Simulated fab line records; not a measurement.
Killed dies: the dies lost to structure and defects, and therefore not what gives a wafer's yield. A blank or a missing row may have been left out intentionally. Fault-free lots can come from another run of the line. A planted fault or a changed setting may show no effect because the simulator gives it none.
fab line records	flow sky130
record lots=11	wafers=33	last_day=50
route steps=708 shown FIELD_ISO@15 PWDE@54 PAD_OPEN@708
lots that met no fault: from a run of the same line without faults
start_h: hours from the record's first day to the start of the lot's first wafer shown	wait_h: time in hours since the lot's previous step	" as in the row above	L1.1+2: a single row standing in for several wafers	- either no value or no given start	* or withheld: withheld	< > ~ a bound
route shown NAME@n: a module of which the file shows steps, and the number in the route of the first	usual: mean/standard deviation taken from wafers without a fault	same: alike in all rows	chamber/n: place in a boat	sites: each site's reading	_std_site: standard deviation across them	_edge_site: the outer-site mean with the inner-site mean subtracted	radius_mm: for every site, how far away it sits from the centre of the wafer	mask NAME#n: copy n	behind: tool/chamber where the wafer was last shaped	hold: why the lot went on hold/how many hours it stayed there/how the hold came to an end	device: names the non-switching transistor (n, p or np)	end of line: tests run on the same wafers once the route is complete	a step without rows: its recipe alone	killed: count of dies lost to structure and defects at first sort (not the wafer's yield)	map: dies across one wafer; x = killed, . = not, _ = none there
set.NAME: the setting as run; set.NAME@STEP: as run at that earlier step	model.NAME: the simulator's own value behind a step, which no gauge read
route steps across a sampled set of lots; one table per step, one row per wafer
services: the hour from which a tool's chamber was out of use, counted from the record's first day as start_h (under 0 if before that day), plus the number of hours and why
## steps
# step SKY_FIELD_ISO_ETCH_14
# recipe chemistry=N2/H2	target=BARC	ion_energy_ev=200	source_w=500	bias_w=100	pressure_mtorr=30	n2_flow_sccm=100	h2_flow_sccm=200	stop_on=SiO2	time_s=45.9	target_depth_a=600
# usual bias_w=100.07/0.3	drypump_motor_current_A=5.4/0.45	oes_product_au=0.855/0.0054	throttle_valve_pct=13.225/0.0092
lot.wafer	tool	chamber	start_h	wait_h	bias_w	drypump_motor_current_A	oes_product_au	rf_hours_counter_h	throttle_valve_pct
L696.3	rie_diel-03	1	34.18	0.1	99.99	4.6	0.861	139	13.208
L696.4	"	3	"	"	100.17	5.8	0.854	27	13.227
L696.5	"	2	"	"	99.99	5.4	0.854	-	13.217
L697.1	rie_diel-04	1	39.52	0.1	99.91	5.5	0.862	127	13.229
L697.2	"	3	"	"	100.00	5.9	0.841	136	13.226
L697.6	"	3	"	"	99.71	5.9	0.856	-	13.228
L698.1	rie_diel-04	3	43.93	0.1	99.99	5.9	0.858	136	13.210
L698.5	"	3	"	"	99.87	5.9	0.857	-	13.213
L698.6	"	0	"	"	99.87	4.9	0.852	-	13.238
L700.2	rie_diel-03	1	73.48	0.1	99.79	4.6	0.851	139	13.201
L700.5	"	0	"	"	100.19	6.1	0.844	-	13.223
L700.6	"	3	"	"	99.95	5.8	0.852	-	13.231
L702.1	rie_diel-04	0	74.13	0.1	99.55	4.8	0.859	36	13.215
L702.3	"	1	"	"	99.37	5.5	0.861	127	13.229
L702.4	"	3	"	"	99.95	5.9	0.860	136	13.212
L704.1	rie_diel-04	3	78.77	0.1	99.85	5.9	0.847	137	13.223
L704.3	"	0	"	"	99.93	4.8	0.850	36	13.225
L704.6	"	0	"	"	100.14	4.9	0.854	-	13.227
L705.1	rie_diel-01	2	82.14	0.1	99.85	5.9	0.862	71	13.232
L705.3	"	1	"	"	99.31	5.5	0.850	73	13.217
L705.6	"	1	"	"	99.67	5.6	0.853	-	13.225
L709.1	rie_diel-01	3	102.17	0.1	100.07	5.0	0.853	49	13.221
L709.4	"	2	"	"	99.97	5.9	0.868	72	13.220
L709.5	"	3	"	"	100.10	5.0	0.862	-	13.229
L711.1	rie_diel-04	2	114.14	0.1	99.78	5.0	0.861	164	13.226
L711.5	"	3	"	"	100.31	5.9	0.853	-	13.223
L711.6	"	0	"	"	100.40	4.8	0.849	-	13.215
L712.1	rie_diel-03	2	116.23	0.1	100.31	5.4	0.856	158	13.222
L712.3	"	0	"	"	99.88	6.1	0.853	58	13.229
L712.5	"	3	"	"	100.07	5.8	0.853	-	13.234
L717.1	rie_diel-04	1	145.42	0.1	100.22	5.4	0.859	129	13.238
L717.3	"	3	"	"	99.64	5.9	0.851	138	13.238
L717.5	"	1	"	"	100.09	5.5	0.851	-	13.229
# step SKY_FIELD_ISO_ETCH_15
# recipe chemistry=CHF3/O2	target_depth_nm=180	stop_on=Si	source_w=600	bias_w=200	pressure_mtorr=40	chf3_flow_sccm=50	O2_flow_sccm=5	time_s=72
# usual bias_w=200.0/0.61	drypump_motor_current_A=5.4/0.45	oes_product_au=0.950/0.006	throttle_valve_pct=8.845/0.0096
lot.wafer	tool	chamber	start_h	wait_h	bias_w	drypump_motor_current_A	oes_product_au	rf_hours_counter_h	throttle_valve_pct
L696.3	rie_diel-03	1	34.23	0.0	199.1	4.6	0.941	139	8.853
L696.4	"	3	"	"	201.6	5.8	0.948	27	8.845
L696.5	"	2	"	"	199.8	5.4	0.944	-	8.848
L697.1	rie_diel-04	1	39.56	0.0	199.1	5.5	0.951	127	8.845
L697.2	"	3	"	"	200.5	5.9	0.946	136	8.851
L697.6	"	3	"	"	200.0	5.9	0.946	-	8.849
L698.1	rie_diel-04	3	43.98	0.0	200.2	5.9	0.955	136	8.844
L698.5	"	3	"	"	201.0	5.9	0.958	-	8.848
L698.6	"	0	"	"	199.9	4.8	0.958	-	8.838
L700.2	rie_diel-03	1	73.53	0.0	199.3	4.6	0.960	139	8.847
L700.5	"	0	"	"	199.4	6.1	0.949	-	8.833
L700.6	"	3	"	"	199.6	5.8	0.951	-	8.857
L702.1	rie_diel-04	0	74.18	0.0	200.5	4.8	0.946	36	8.828
L702.3	"	1	"	"	199.9	5.4	0.945	127	8.832
L702.4	"	3	"	"	199.8	5.9	0.955	136	8.848
L704.1	rie_diel-04	3	78.81	0.0	200.6	5.9	0.951	137	8.842
L704.3	"	0	"	"	200.1	4.8	0.955	36	8.846
L704.6	"	0	"	"	201.0	4.8	0.945	-	8.849
L705.1	rie_diel-01	2	82.19	0.0	199.4	5.9	0.937	71	8.833
L705.3	"	1	"	"	200.5	5.5	0.945	73	8.831
L705.6	"	1	"	"	200.2	5.5	0.947	-	8.851
L709.1	rie_diel-01	3	102.21	0.0	201.4	5.0	0.948	49	8.854
L709.4	"	2	"	"	200.5	5.9	0.943	72	8.840
L709.5	"	3	"	"	201.3	5.0	0.945	-	8.846
L711.1	rie_diel-04	2	114.19	0.0	200.6	5.0	0.947	164	8.829
L711.5	"	3	"	"	199.4	5.9	0.945	-	8.847
L711.6	"	0	"	"	199.5	4.8	0.951	-	8.833
L712.1	rie_diel-03	2	116.28	0.0	200.6	5.4	0.940	158	8.842
L712.3	"	0	"	"	199.9	6.1	0.954	58	8.857
L712.5	"	3	"	"	199.4	5.7	0.961	-	8.856
L717.1	rie_diel-04	1	145.46	0.0	200.2	5.4	0.959	129	8.865
L717.3	"	3	"	"	198.8	5.9	0.954	138	8.844
L717.5	"	1	"	"	199.9	5.5	0.953	-	8.860
# step SKY_FIELD_ISO_CVD_24
# recipe material=SiO2	target_thk_nm=595	temp_c=650	sigma_open_frac=0.3	time_s=99.2	sih4_flow_sccm=60	pressure_mtorr=6
# usual pressure_mtorr=6.000/0.011
lot.wafer	tool	chamber	start_h	wait_h	pressure_mtorr
L696.3	hdpcvd-02	2	36.47	0.0	5.985
L696.4	"	1	"	"	5.990
L696.5	"	0	"	"	6.013
L697.1	hdpcvd-01	1	43.40	0.1	5.994
L697.2	"	0	"	"	5.995
L697.6	"	2	"	"	5.998
L698.1	hdpcvd-02	1	46.00	0.1	6.007
L698.5	"	0	"	"	5.987
L698.6	"	1	"	"	5.974
L700.2	hdpcvd-02	1	75.87	0.0	6.001
L700.5	"	1	"	"	6.001
L700.6	"	2	"	"	5.993
L702.1	hdpcvd-02	2	77.04	0.1	5.974
L702.3	"	0	"	"	6.015
L702.4	"	0	"	"	6.016
L704.1	hdpcvd-01	2	81.90	0.1	5.988
L704.3	"	1	"	"	6.001
L704.6	"	1	"	"	5.991
L705.1	hdpcvd-01	2	85.83	0.1	6.000
L705.3	"	0	"	"	6.022
L705.6	"	0	"	"	5.999
L709.1	hdpcvd-02	0	106.07	0.1	5.995
L709.4	"	2	"	"	5.992
L709.5	"	0	"	"	6.010
L711.1	hdpcvd-02	2	124.03	0.1	6.001
L711.5	"	2	"	"	6.013
L711.6	"	0	"	"	5.983
L712.1	hdpcvd-01	2	124.03	0.1	6.014
L712.3	"	0	"	"	6.001
L712.5	"	1	"	"	5.994
L717.1	hdpcvd-01	2	150.61	0.1	6.011
L717.3	"	1	"	"	5.988
L717.5	"	1	"	"	5.996
# step SKY_FIELD_ISO_THK_MEAS_25
# recipe reads=SiO2_of_FIELD_ISO_CVD_24
# usual FIELD_ISO_CVD_24_THK=598/4.9
lot.wafer	tool	chamber	start_h	wait_h	hold	FIELD_ISO_CVD_24_THK[nm]
L696.3	film_metro-03	-	36.56	0.1	-	601
L696.4	"	-	"	"	-	607
L696.5	"	-	"	"	-	609
L697.1	film_metro-04	-	43.47	0.0	-	595
L697.2	"	-	"	"	-	594
L697.6	"	-	"	"	-	595
L698.1	film_metro-03	-	46.07	0.0	-	599
L698.5	"	-	"	"	-	608
L698.6	"	-	"	"	-	596
L700.2	film_metro-04	-	75.95	0.0	-	605
L700.5	"	-	"	"	-	604
L700.6	"	-	"	"	-	602
L702.1	film_metro-01	-	77.11	0.0	-	597
L702.3	"	-	"	"	-	603
L702.4	"	-	"	"	-	602
L704.1	film_metro-03	-	81.98	0.0	-	595
L704.3	"	-	"	"	-	595
L704.6	"	-	"	"	-	598
L705.1	film_metro-01	-	85.90	0.0	-	588
L705.3	"	-	"	"	-	600
L705.6	"	-	"	"	-	598
L709.1	film_metro-03	-	106.14	0.0	await_dispo/0.2h/release	638
L709.4	"	-	"	"	await_dispo/0.2h/release	640
L709.5	"	-	"	"	await_dispo/0.2h/release	636
L709.1	film_metro-03	-	106.37	0.2	-	637
L709.4	"	-	"	"	-	641
L709.5	"	-	"	"	-	637
L711.1	film_metro-04	-	124.10	0.0	await_dispo/0.2h/release	638
L711.5	"	-	"	"	await_dispo/0.2h/release	633
L711.6	"	-	"	"	await_dispo/0.2h/release	638
L711.1	film_metro-04	-	124.33	0.2	-	638
L711.5	"	-	"	"	-	633
L711.6	"	-	"	"	-	639
L712.1	film_metro-03	-	124.10	0.0	-	600
L712.3	"	-	"	"	-	601
L712.5	"	-	"	"	-	603
L717.1	film_metro-03	-	150.69	0.0	-	600
L717.3	"	-	"	"	-	604
L717.5	"	-	"	"	-	598
# step SKY_PWDE_STRIP_09
# recipe chemistry=O2/N2	power_w=1400	pressure_mtorr=1500	platen_temp_c=withheld	o2_flow_sccm=3000	n2_flow_sccm=300	overash_fraction=0.5
# usual drypump_motor_current_A=5.64/0.2	oes_product_au=0.723/0.005	strip_time_to_endpoint_s=36.95/0.094
lot.wafer	tool	chamber	start_h	wait_h	drypump_motor_current_A	oes_product_au	rf_hours_counter_h	strip_time_to_endpoint_s
L696.3	plasma_asher-03	0	74.93	0.1	5.38	0.722	-	36.84
L696.4	"	1	"	"	5.49	0.722	-	36.97
L696.5	"	1	"	"	5.48	0.728	-	36.94
L697.1	plasma_asher-04	1	80.75	0.1	5.80	0.720	34	37.06
L697.2	"	0	"	"	5.82	0.728	34	37.03
L697.6	"	0	"	"	5.83	0.718	-	37.02
L698.1	plasma_asher-04	0	83.84	0.1	5.87	0.722	34	37.04
L698.5	"	1	"	"	5.82	0.728	-	37.03
L698.6	"	0	"	"	5.85	0.720	-	37.03
L700.2	plasma_asher-04	0	115.34	0.1	5.85	0.720	37	37.07
L700.5	"	0	"	"	5.86	0.716	-	37.07
L700.6	"	1	"	"	5.81	0.717	-	37.01
L702.1	plasma_asher-03	1	119.20	0.1	5.47	0.728	0	37.01
L702.3	"	0	"	"	5.39	0.722	-	36.99
L702.4	"	1	"	"	5.49	0.731	-	37.04
L705.1	plasma_asher-01	0	124.69	0.1	5.49	0.718	32	36.93
L705.3	"	0	"	"	5.49	0.716	-	36.91
L705.6	"	0	"	"	5.50	0.718	-	36.97
L704.1	plasma_asher-03	0	125.05	0.1	5.38	0.725	1	36.91
L704.3	"	1	"	"	5.50	0.727	-	36.98
L704.6	"	1	"	"	5.48	0.715	-	36.96
L709.1	plasma_asher-01	1	154.15	0.1	5.88	0.722	35	37.07
L709.4	"	0	"	"	5.50	0.725	-	37.03
L709.5	"	0	"	"	5.51	0.724	-	36.95
L711.1	plasma_asher-03	1	176.50	0.1	5.47	0.729	6	36.82
L711.5	"	1	"	"	5.49	0.713	-	36.81
L711.6	"	0	"	"	5.40	0.728	-	36.84
L712.1	plasma_asher-01	1	176.74	0.1	5.88	0.729	37	36.81
L712.3	"	1	"	"	5.89	0.718	-	36.91
L712.5	"	0	"	"	5.48	0.723	-	36.86
L717.1	plasma_asher-03	1	197.45	0.1	5.50	0.729	8	36.86
L717.3	"	1	"	"	5.50	0.725	-	36.91
L717.5	"	0	"	"	5.39	0.729	-	36.85
# step SKY_PAD_OPEN_PROBE_99
# usual killed_at_M0_to_M3=44/7.2	killed_at_M4_up=3.0/1.8	killed_at_contacts=24/5.4	killed_at_front_end=14/4.4	killed_at_other=0.4/0.64	killed_dies=86/9.4	killed_open=47/7.7	killed_short=39/5.8
# same gross_dies=492	killed_at_back_side=0
lot.wafer	tool	chamber	start_h	wait_h	killed_at_M0_to_M3	killed_at_M4_up	killed_at_contacts	killed_at_front_end	killed_at_other	killed_dies	killed_open	killed_short
L696.3	prober-01	-	1069.98	0.2	30	2	20	8	1	61	33	28
L696.4	prober-01	-	1070.03	0.2	43	5	19	20	0	87	46	41
L696.5	prober-01	-	1070.08	0.2	33	3	22	12	0	70	39	31
L697.1	prober-02	-	1081.17	0.1	34	4	23	10	0	71	37	34
L697.2	prober-02	-	1081.22	0.1	39	2	24	13	0	78	51	27
L697.6	prober-02	-	1081.42	0.2	48	4	19	14	0	85	40	44
L698.1	prober-01	-	1087.56	0.1	47	0	25	8	0	80	41	37
L698.5	prober-01	-	1087.76	0.2	35	3	23	20	0	81	43	37
L698.6	prober-01	-	1087.81	0.2	47	3	32	12	0	94	53	41
L700.2	prober-01	-	1125.82	0.1	50	4	28	18	3	103	65	35
L700.5	prober-01	-	1125.97	0.2	45	2	30	22	1	100	56	43
L700.6	prober-01	-	1126.02	0.2	41	5	23	13	2	84	47	37
L702.1	prober-02	-	1127.73	0.1	46	3	27	17	0	93	58	35
L702.3	prober-02	-	1127.83	0.2	31	2	28	13	2	76	45	29
L702.4	prober-02	-	1127.88	0.2	56	1	22	19	1	99	61	37
L705.1	prober-01	-	1130.61	0.1	45	2	17	9	0	73	42	31
L705.3	prober-01	-	1130.71	0.2	47	3	25	10	0	85	43	42
L705.6	prober-01	-	1130.86	0.2	59	0	26	13	0	98	59	39
L704.1	prober-02	-	1132.08	0.1	43	3	26	16	0	88	51	37
L704.3	prober-02	-	1132.18	0.2	56	3	19	17	0	95	57	38
L704.6	prober-02	-	1132.33	0.2	53	1	21	16	0	91	45	46
L709.1	prober-02	-	1162.15	0.1	49	3	26	22	0	100	59	41
L709.4	prober-02	-	1162.30	0.2	41	5	20	15	0	81	42	39
L709.5	prober-02	-	1162.35	0.2	45	1	20	17	0	83	44	39
L712.1	prober-01	-	1186.72	0.1	52	2	26	11	0	91	52	39
L712.3	prober-01	-	1186.82	0.2	45	2	19	18	0	84	55	28
L712.5	prober-01	-	1186.92	0.2	40	1	28	19	1	89	36	51
L711.1	prober-02	-	1187.37	0.1	36	2	26	21	1	86	46	40
L711.5	prober-02	-	1187.57	0.2	51	3	18	14	0	86	51	35
L711.6	prober-02	-	1187.62	0.2	63	3	22	9	0	97	55	42
L717.1	prober-01	-	1203.17	0.1	44	4	29	8	2	87	45	42
L717.3	prober-01	-	1203.27	0.2	43	3	29	25	0	100	53	47
L717.5	prober-01	-	1203.37	0.2	40	3	22	18	0	83	40	43
# killed by level:class
L696.3 LI_CONTACT:geometric_particle:open=8 VIA1:geometric_particle:open=8 CONTACT:geometric_particle:open=5 VIA3:geometric_particle:open=4 METAL2:geometric_particle:short=4 LI_CONTACT:geometric_particle:short=3 VIA2:geometric_particle:open=3 CONTACT:geometric_particle:short=3
L696.4 VIA1:geometric_particle:open=8 METAL2:geometric_particle:short=8 CONTACT:geometric_particle:open=7 FIELD_ISO:geometric_particle:open=6 METAL1:geometric_particle:short=6 POLY_GATE:geometric_particle:short=5 CONTACT:geometric_particle:short=5 VIA2:geometric_particle:open=5
L696.5 VIA1:geometric_particle:open=11 CONTACT:geometric_particle:open=8 METAL1:geometric_particle:short=7 POLY_GATE:geometric_particle:short=6 LI_CONTACT:geometric_particle:open=6 CONTACT:geometric_particle:short=5 POLY_GATE:geometric_particle:open=4 VIA3:geometric_particle:open=4
L697.1 LI_CONTACT:geometric_particle:open=9 VIA2:geometric_particle:open=8 CONTACT:geometric_particle:short=6 VIA1:geometric_particle:open=6 CONTACT:geometric_particle:open=4 VIA3:geometric_particle:open=4 METAL4:geometric_particle:short=4 FIELD_ISO:geometric_particle:open=3
L697.2 VIA1:geometric_particle:open=15 LI_CONTACT:geometric_particle:open=10 POLY_GATE:geometric_particle:open=6 VIA3:geometric_particle:open=6 CONTACT:geometric_particle:open=6 CONTACT:geometric_particle:short=4 VIA2:geometric_particle:short=4 VIA2:geometric_particle:open=4
L697.6 VIA1:geometric_particle:open=11 METAL2:geometric_particle:short=7 CONTACT:geometric_particle:short=7 VIA2:geometric_particle:short=6 VIA1:geometric_particle:short=6 VIA2:geometric_particle:open=6 VIA3:geometric_particle:open=5 FIELD_ISO:geometric_particle:short=4
L698.1 METAL1:geometric_particle:short=14 VIA1:geometric_particle:open=14 LI_CONTACT:geometric_particle:open=8 CONTACT:geometric_particle:open=7 CONTACT:geometric_particle:short=4 VIA1:geometric_particle:short=4 LOCAL_INTERCONNECT:geometric_particle:short=3 VIA2:geometric_particle:open=3
L698.5 VIA3:geometric_particle:open=9 CONTACT:geometric_particle:open=7 METAL1:geometric_particle:short=6 POLY_GATE:geometric_particle:open=5 LI_CONTACT:geometric_particle:open=5 VIA1:geometric_particle:open=5 FIELD_ISO:geometric_particle:short=4 LI_CONTACT:geometric_particle:short=4
L698.6 CONTACT:geometric_particle:open=16 VIA1:geometric_particle:open=14 FIELD_ISO:geometric_particle:short=7 LOCAL_INTERCONNECT:geometric_particle:short=6 VIA1:geometric_particle:short=6 VIA2:geometric_particle:open=6 VIA3:geometric_particle:open=6 METAL2:geometric_particle:short=5
L700.2 LI_CONTACT:geometric_particle:open=13 VIA1:geometric_particle:open=11 VIA3:geometric_particle:open=10 METAL2:geometric_particle:short=7 POLY_GATE:geometric_particle:open=6 CONTACT:geometric_particle:short=6 CONTACT:geometric_particle:open=6 VIA2:geometric_particle:open=5
L700.5 VIA1:geometric_particle:open=12 CONTACT:geometric_particle:open=11 CONTACT:geometric_particle:short=7 VIA2:geometric_particle:open=7 VIA3:geometric_particle:open=7 FIELD_ISO:geometric_particle:short=6 POLY_GATE:geometric_particle:short=6 LI_CONTACT:geometric_particle:open=6
L700.6 CONTACT:geometric_particle:open=11 LI_CONTACT:geometric_particle:open=8 VIA1:geometric_particle:open=7 VIA2:geometric_particle:open=7 METAL1:geometric_particle:short=6 VIA3:geometric_particle:open=6 METAL2:geometric_particle:short=5 VIA2:geometric_particle:short=5
L702.1 CONTACT:geometric_particle:open=14 VIA1:geometric_particle:open=13 VIA3:geometric_particle:open=7 VIA2:geometric_particle:open=7 FIELD_ISO:geometric_particle:short=6 LI_CONTACT:geometric_particle:open=6 METAL2:geometric_particle:short=6 CONTACT:geometric_particle:short=4
L702.3 CONTACT:geometric_particle:open=10 LI_CONTACT:geometric_particle:open=9 VIA1:geometric_particle:open=6 VIA2:geometric_particle:open=6 CONTACT:geometric_particle:short=5 VIA1:geometric_particle:short=5 VIA2:geometric_particle:short=5 POLY_GATE:geometric_particle:short=4
L702.4 VIA1:geometric_particle:open=16 CONTACT:geometric_particle:open=8 VIA2:geometric_particle:open=8 POLY_GATE:geometric_particle:open=6 METAL1:geometric_particle:short=6 FIELD_ISO:geometric_particle:open=5 LI_CONTACT:geometric_particle:open=5 CONTACT:geometric_particle:short=5
L705.1 VIA1:geometric_particle:open=9 VIA3:geometric_particle:open=7 METAL2:geometric_particle:short=6 LI_CONTACT:geometric_particle:open=5 CONTACT:geometric_particle:open=5 VIA2:geometric_particle:open=5 LI_CONTACT:geometric_particle:short=4 FIELD_ISO:geometric_particle:open=4
L705.3 LI_CONTACT:geometric_particle:open=9 VIA1:geometric_particle:open=9 METAL2:geometric_particle:short=8 VIA2:geometric_particle:open=8 METAL3:geometric_particle:short=7 VIA3:geometric_particle:short=4 LI_CONTACT:geometric_particle:short=4 CONTACT:geometric_particle:open=4
L705.6 VIA1:geometric_particle:open=15 LI_CONTACT:geometric_particle:open=9 VIA2:geometric_particle:open=8 CONTACT:geometric_particle:open=7 VIA2:geometric_particle:short=7 VIA1:geometric_particle:short=5 VIA3:geometric_particle:open=5 METAL2:geometric_particle:short=4
L704.1 CONTACT:geometric_particle:open=13 VIA1:geometric_particle:open=13 CONTACT:geometric_particle:short=7 VIA2:geometric_particle:open=7 VIA1:geometric_particle:short=6 LI_CONTACT:geometric_particle:open=6 VIA3:geometric_particle:open=5 FIELD_ISO:geometric_particle:short=4
L704.3 VIA1:geometric_particle:open=12 CONTACT:geometric_particle:open=10 VIA3:geometric_particle:open=7 METAL2:geometric_particle:short=7 FIELD_ISO:geometric_particle:short=6 LI_CONTACT:geometric_particle:open=6 METAL1:geometric_particle:short=6 VIA2:geometric_particle:open=6
L704.6 VIA1:geometric_particle:open=12 LI_CONTACT:geometric_particle:open=8 METAL3:geometric_particle:short=8 METAL2:geometric_particle:short=7 METAL1:geometric_particle:short=6 CONTACT:geometric_particle:open=5 VIA2:geometric_particle:open=5 VIA3:geometric_particle:short=5
L709.1 VIA1:geometric_particle:open=14 CONTACT:geometric_particle:open=8 FIELD_ISO:geometric_particle:open=7 LI_CONTACT:geometric_particle:open=7 CONTACT:geometric_particle:short=7 VIA2:geometric_particle:open=7 POLY_GATE:geometric_particle:open=6 VIA3:geometric_particle:open=6
L709.4 METAL1:geometric_particle:short=8 CONTACT:geometric_particle:open=8 VIA1:geometric_particle:open=8 VIA2:geometric_particle:open=7 LI_CONTACT:geometric_particle:open=7 METAL2:geometric_particle:short=6 FIELD_ISO:geometric_particle:short=5 FIELD_ISO:geometric_particle:open=4
L709.5 VIA1:geometric_particle:open=12 LOCAL_INTERCONNECT:geometric_particle:short=6 FIELD_ISO:geometric_particle:open=5 LI_CONTACT:geometric_particle:open=5 METAL2:geometric_particle:short=5 VIA2:geometric_particle:short=5 VIA3:geometric_particle:open=5 FIELD_ISO:geometric_particle:short=4
L712.1 VIA1:geometric_particle:open=14 METAL2:geometric_particle:short=8 VIA3:geometric_particle:open=8 LI_CONTACT:geometric_particle:open=7 FIELD_ISO:geometric_particle:open=6 LOCAL_INTERCONNECT:geometric_particle:short=6 CONTACT:geometric_particle:open=6 METAL1:geometric_particle:short=6
L712.3 VIA2:geometric_particle:open=11 VIA1:geometric_particle:open=10 LI_CONTACT:geometric_particle:open=8 POLY_GATE:geometric_particle:short=5 CONTACT:geometric_particle:open=5 FIELD_ISO:geometric_particle:open=4 POLY_GATE:geometric_particle:open=4 METAL1:geometric_particle:short=4
L712.5 VIA1:geometric_particle:open=12 CONTACT:geometric_particle:short=9 CONTACT:geometric_particle:open=9 FIELD_ISO:geometric_particle:short=5 POLY_GATE:geometric_particle:short=5 VIA1:geometric_particle:short=5 LOCAL_INTERCONNECT:geometric_particle:short=4 METAL1:geometric_particle:short=4
L711.1 CONTACT:geometric_particle:open=17 VIA1:geometric_particle:open=8 POLY_GATE:geometric_particle:short=6 VIA3:geometric_particle:open=6 FIELD_ISO:geometric_particle:short=5 VIA2:geometric_particle:open=5 FIELD_ISO:geometric_particle:open=4 VIA1:geometric_particle:short=4
L711.5 VIA1:geometric_particle:open=11 FIELD_ISO:geometric_particle:open=8 VIA3:geometric_particle:open=8 METAL2:geometric_particle:short=7 CONTACT:geometric_particle:open=6 METAL1:geometric_particle:short=6 VIA1:geometric_particle:short=6 LI_CONTACT:geometric_particle:open=5
L711.6 VIA1:geometric_particle:open=16 CONTACT:geometric_particle:open=9 VIA2:geometric_particle:open=9 METAL1:geometric_particle:short=8 VIA3:geometric_particle:open=6 VIA3:geometric_particle:short=6 FIELD_ISO:geometric_particle:open=5 METAL2:geometric_particle:short=5
L717.1 CONTACT:geometric_particle:open=9 VIA1:geometric_particle:open=7 VIA2:geometric_particle:open=7 VIA3:geometric_particle:open=6 LI_CONTACT:geometric_particle:open=5 LOCAL_INTERCONNECT:geometric_particle:short=5 CONTACT:geometric_particle:short=5 VIA3:geometric_particle:short=5
L717.3 CONTACT:geometric_particle:open=14 VIA1:geometric_particle:open=9 VIA1:geometric_particle:short=8 METAL1:geometric_particle:short=7 FIELD_ISO:geometric_particle:open=6 POLY_GATE:geometric_particle:open=5 LI_CONTACT:geometric_particle:open=5 CONTACT:geometric_particle:short=5
L717.5 VIA1:geometric_particle:open=8 VIA1:geometric_particle:short=7 LI_CONTACT:geometric_particle:short=5 CONTACT:geometric_particle:short=5 CONTACT:geometric_particle:open=5 VIA3:geometric_particle:open=5 FIELD_ISO:geometric_particle:open=4 LI_CONTACT:geometric_particle:open=4
## services
tool	chamber	start_h	hours	kind
hdpcvd-01	-	58.92	1.5	repair
plasma_asher-04	-	60.61	10.0	pm
hdpcvd-01	-	66.75	15.0	pm
hdpcvd-01	0	66.75	15.0	vent_cycle
hdpcvd-01	1	66.75	15.0	vent_cycle
hdpcvd-01	2	66.75	15.0	vent_cycle
rie_diel-03	-	74.80	2.8	pm
hdpcvd-01	0	81.75	-	clean
rie_diel-01	0	107.24	22.5	repair
plasma_asher-03	-	108.75	9.0	pm
rie_diel-04	2	115.17	-	clean
rie_diel-04	2	115.17	21.7	scheduled_down
rie_diel-04	2	115.17	21.7	vent_cycle
rie_diel-03	2	126.54	-	clean
rie_diel-03	2	126.54	20.2	scheduled_down
rie_diel-03	2	126.54	20.2	vent_cycle
rie_diel-01	3	137.68	6.5	repair
plasma_asher-01	-	145.14	5.5	repair
rie_diel-01	1	164.88	6.8	repair
hdpcvd-01	-	168.95	2.8	pm
hdpcvd-01	-	173.95	0.3	repair
rie_diel-01	3	175.63	9.1	repair
rie_diel-03	1	185.29	4.9	repair
rie_diel-03	1	193.88	8.7	repair
## key
first_sign step=SKY_FIELD_ISO_THK_MEAS_25	reading=visit	direction=added
effect step=SKY_FIELD_ISO_THK_MEAS_25	reading=FIELD_ISO_CVD_24_THK	direction=up	sigmas=8	usual=598	struck=637
met_at SKY_FIELD_ISO_CVD_24
struck_lots L709,L711
tester_left_out L709,L711
not_acting_at SKY_FIELD_ISO_ETCH_14,SKY_FIELD_ISO_ETCH_15,SKY_PWDE_STRIP_09
onset_between 77.04 106.07
fault kind=process_parameter_drift	tool=hdpcvd-02	chamber=-	onset_h=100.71	steps=SKY_FIELD_ISO_CVD_24	channel=target_thk_nm	offset=44.968	shape=step	end_h=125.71	acts_in=these_recipes_only	stated=595
# tester_left_out: of these lots the tester's yield and bins aren't shown, on N5 and GAA mostly nor the transistor test; their killed dies are dies lost to structure and defects alone, not to doping, threshold or leakage, so they don't give the yield
